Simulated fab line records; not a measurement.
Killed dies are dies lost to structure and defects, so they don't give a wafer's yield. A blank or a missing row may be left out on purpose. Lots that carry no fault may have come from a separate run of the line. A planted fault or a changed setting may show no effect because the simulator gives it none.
The tool behind it: which one? | flow gf180mcu | Sampling: 12 lots, 36 wafers, 7 of 602 route steps

## WHAT THE GAUGES READ, wafer by wafer
GF_POLY_GATE_OVL_MEAS_11. Usual: POLY_GATE_OVL typically reads 0 nm, with standard deviation 5.6.
lot  | measured     | on         | POLY_GATE_OVL (nm) | flag
L682 | day 9 20:07  | overlay-01 | -6 -6 -8           |
L683 | day 10 07:59 | overlay-01 | 9 6 9              |
L684 | day 10 13:31 | overlay-02 | 6 -1 -5            |
L687 | day 11 12:23 | overlay-01 | -9 -10 -9          |
L690 | day 12 01:02 | overlay-02 | 3 4 3              |
L691 | day 12 11:38 | overlay-02 | -6 -1 5            |
L692 | day 12 19:29 | overlay-02 | -1 5 2             |
L693 | day 13 01:27 | overlay-02 | -9 -2 1            |
L696 | day 14 00:16 | overlay-01 | -6 4 -6            |
L698 | day 14 14:09 | overlay-02 | -8 6 5             |
L699 | day 14 20:47 | overlay-02 | 2 -1 -3            |
L702 | day 15 18:40 | overlay-02 | 1 4 7              |

GF_HV_LDD_CD_MEAS_07 targets a cd of 400 nm. Usual: cd nm 400.4 nm, standard deviation 2.6.
lot  | measured     | on        | cd nm (nm)        | flag
L682 | day 10 16:16 | cd sem-01 | 399.8 402.5 398.4 |
L683 | day 11 03:30 | cd sem-02 | 397.0 399.6 398.9 |
L684 | day 11 09:01 | cd sem-01 | 394.6 395.4 397.3 |
L687 | day 12 08:55 | cd sem-02 | 401.5 401.7 401.3 |
L690 | day 12 23:03 | cd sem-02 | - - -             | OFF
L691 | day 13 08:38 | cd sem-01 | - - -             | OFF
L692 | day 13 17:00 | cd sem-01 | - - -             | OFF
L693 | day 14 00:34 | cd sem-01 | 400.0 401.8 400.8 |
L696 | day 15 00:14 | cd sem-01 | 399.2 401.9 402.3 |
L698 | day 15 16:28 | cd sem-02 | 401.7 400.7 398.8 |
L699 | day 15 20:02 | cd sem-02 | 401.0 405.6 403.7 |
L702 | day 16 18:33 | cd sem-02 | 400.4 400.2 399.4 |

GF_HV_LDD_TW_MEAS_11. Usual: HV_LDD_TW typically reads 2386, with standard deviation 20.
lot  | measured     | on            | HV_LDD_TW      | flag
L682 | day 10 16:38 | film metro-01 | 2359 2379 2366 |
L683 | day 11 03:54 | film metro-02 | 2383 2400 2388 |
L684 | day 11 09:25 | film metro-03 | 2406 2399 2400 |
L687 | day 12 09:19 | film metro-03 | 2403 2399 2406 |
L690 | day 12 23:27 | film metro-02 | 2367 2361 2361 |
L691 | day 13 09:03 | film metro-03 | 2408 2401 2392 |
L692 | day 13 17:24 | film metro-01 | 2361 2355 2358 |
L693 | day 14 00:56 | film metro-01 | 2368 2359 2362 |
L696 | day 15 00:37 | film metro-02 | 2387 2411 2405 |
L698 | day 15 16:52 | film metro-03 | 2414 2406 2402 |
L699 | day 15 20:26 | film metro-02 | 2399 2401 2401 |
L702 | day 16 18:57 | film metro-03 | 2396 2407 2393 |

GF_HV_LDD_TW_MEAS_23. Usual: HV_LDD_2_TW typically reads 1044, with standard deviation 8.9.
lot  | measured     | on            | HV_LDD_2_TW    | flag
L682 | day 11 11:19 | film metro-01 | 1034 1042 1040 |
L683 | day 11 22:39 | film metro-01 | 1046 1033 1046 |
L684 | day 12 03:47 | film metro-02 | 1030 1035 1043 |
L687 | day 13 05:57 | film metro-03 | 1047 1052 1050 |
L690 | day 13 19:28 | film metro-01 | 2406 2397 2405 | OFF
L691 | day 14 05:48 | film metro-01 | 2396 2413 2402 | OFF
L692 | day 14 14:31 | film metro-02 | 2404 2400 2402 | OFF
L693 | day 14 21:46 | film metro-01 | 1026 1033 1032 |
L696 | day 15 22:19 | film metro-02 | 1046 1049 1042 |
L698 | day 16 15:27 | film metro-02 | 1049 1057 1050 |
L699 | day 16 19:15 | film metro-02 | 1060 1056 1058 |
L702 | day 17 17:41 | film metro-02 | 1055 1057 1056 |

GF_HV_LDD_TW_MEAS_38. Usual: HV_LDD_3_TW typically reads 1424, with standard deviation 13.
lot  | measured     | on            | HV_LDD_3_TW    | flag
L682 | day 12 07:10 | film metro-03 | 1441 1440 1435 |
L683 | day 12 18:09 | film metro-03 | 1427 1437 1432 |
L684 | day 12 23:14 | film metro-03 | 1440 1444 1436 |
L687 | day 14 03:04 | film metro-01 | 1412 1403 1408 |
L690 | day 14 16:57 | film metro-02 | 2498 2504 2501 | OFF
L691 | day 15 03:00 | film metro-02 | 2531 2525 2535 | OFF
L692 | day 15 12:33 | film metro-03 | 2534 2536 2541 | OFF
L693 | day 15 20:25 | film metro-01 | 1413 1404 1406 |
L696 | day 16 21:35 | film metro-03 | 1423 1433 1429 |
L698 | day 17 14:58 | film metro-01 | 1430 1428 1436 |
L699 | day 17 18:26 | film metro-01 | 1435 1431 1427 |
L702 | day 18 17:35 | film metro-01 | 1423 1426 1434 |

## TOOL THAT RAN EACH LOT (tool first, then ch and the chambers of the sampled wafers, then the start)
lot  | GF_POLY_GATE_ETCH_12               | GF_HV_LDD_COAT_02
L682 | rie diel-04 ch 1,2,3, day 9 20:09  | litho track-02 ch 0, day 10 07:16
L683 | rie diel-02 ch 2,3, day 10 08:01   | litho track-02 ch 0, day 10 18:13
L684 | rie diel-01 ch 0,1,2, day 10 13:32 | litho track-02 ch 0, day 10 23:41
L687 | rie diel-04 ch 2,3, day 11 12:25   | litho track-03 ch 0, day 11 23:08
L690 | rie diel-01 ch 0,1, day 12 01:04   | litho track-03, day 12 13:14
L691 | rie diel-04 ch 0,3, day 12 11:40   | litho track-02, day 12 22:40
L692 | rie diel-04 ch 1,2, day 12 19:31   | litho track-02, day 13 07:07
L693 | rie diel-01 ch 0,1,3, day 13 01:28 | litho track-04 ch 0, day 13 13:36
L696 | rie diel-04 ch 1,3, day 14 00:17   | litho track-03 ch 0, day 14 13:26
L698 | rie diel-01 ch 0,3, day 14 14:11   | litho track-02 ch 0, day 15 05:07
L699 | rie diel-01 ch 0,2, day 14 20:49   | litho track-03 ch 0, day 15 09:08
L702 | rie diel-02 ch 0,1,2, day 15 18:41 | litho track-04 ch 0, day 16 06:45
- GF_POLY_GATE_ETCH_12: etches BARC in N2/H2.
- GF_HV_LDD_COAT_02: resist thk 1000 nm.

## WHAT THE TOOLS THEMSELVES READ (means of the sampled wafers that have a number; where no wafer has one, the mark that the record gives instead)
GF_POLY_GATE_ETCH_12. Usual: drypump motor current A 5.9 A, standard deviation 0.44; oes product au 0.736 a.u., standard deviation 0.0049; throttle valve pct 13.214 %, standard deviation 0.01.
lot  | tool        | drypump motor current A (A) | oes product au (a.u.) | throttle valve pct (%) | flag
L682 | rie diel-04 | 5.6                         | 0.736                 | 13.229                 |
L683 | rie diel-02 | 5.8                         | 0.739                 | 13.218                 |
L684 | rie diel-01 | 5.8                         | 0.732                 | 13.213                 |
L687 | rie diel-04 | 5.4                         | 0.741                 | 13.219                 |
L690 | rie diel-01 | 5.6                         | 0.740                 | 13.212                 |
L691 | rie diel-04 | 5.7                         | 0.736                 | 13.211                 |
L692 | rie diel-04 | 5.7                         | 0.738                 | 13.208                 |
L693 | rie diel-01 | 6.0                         | 0.740                 | 13.207                 |
L696 | rie diel-04 | 5.4                         | 0.735                 | 13.216                 |
L698 | rie diel-01 | 6.3                         | 0.735                 | 13.218                 |
L699 | rie diel-01 | 6.1                         | 0.728                 | 13.211                 |
L702 | rie diel-02 | 6.0                         | 0.736                 | 13.216                 |

GF_HV_LDD_COAT_02. Usual: chill plate temp C 23.00 C, standard deviation 0.11; dispense pressure kPa 50.0 kPa, standard deviation 2.5.
lot  | tool           | chill plate temp C (C) | dispense pressure kPa (kPa) | flag
L682 | litho track-02 | 22.99                  | 47.1                        |
L683 | litho track-02 | 22.89                  | 47.1                        |
L684 | litho track-02 | 23.06                  | 47.1                        |
L687 | litho track-03 | 22.93                  | 52.8                        |
L690 | litho track-03 | -                      | -                           | OFF
L691 | litho track-02 | -                      | -                           | OFF
L692 | litho track-02 | -                      | -                           | OFF
L693 | litho track-04 | 23.12                  | 51.4                        |
L696 | litho track-03 | 22.96                  | 52.9                        |
L698 | litho track-02 | 22.98                  | 47.2                        |
L699 | litho track-03 | 22.87                  | 52.8                        |
L702 | litho track-04 | 23.05                  | 51.4                        |

## THE ANSWER, worked out from the rows above alone
Rule: take the mean of a lot's wafers that have a number; if it is more than 3 standard deviations from the usual mean, the lot is off. A lot without any number at a reading at which 4 lots or more have one is off too. All remaining lots with rows at the step are treated as sound. The gauges are gone through in route order, then the tools' own readings, and for those a lot's mean is taken as printed above. At the first step where some lot is off, the reading lying furthest off is the one used; lots without a number count as furthest.
Off, at GF_HV_LDD_CD_MEAS_07 on cd nm: L690, L691, L692. Without a number there: L690, L691, L692.
A tool fits if, at a process step before that reading, it ran every lot that is off, and no sound lot after the first of them. Not tried: the gauges at GF_HV_LDD_CD_MEAS_07; whatever is off there is also off at GF_HV_LDD_TW_MEAS_23, on other tools, and gauge error can't account for it. None of those tried fits.

## WHAT THE SIMULATOR HAD PUT IN
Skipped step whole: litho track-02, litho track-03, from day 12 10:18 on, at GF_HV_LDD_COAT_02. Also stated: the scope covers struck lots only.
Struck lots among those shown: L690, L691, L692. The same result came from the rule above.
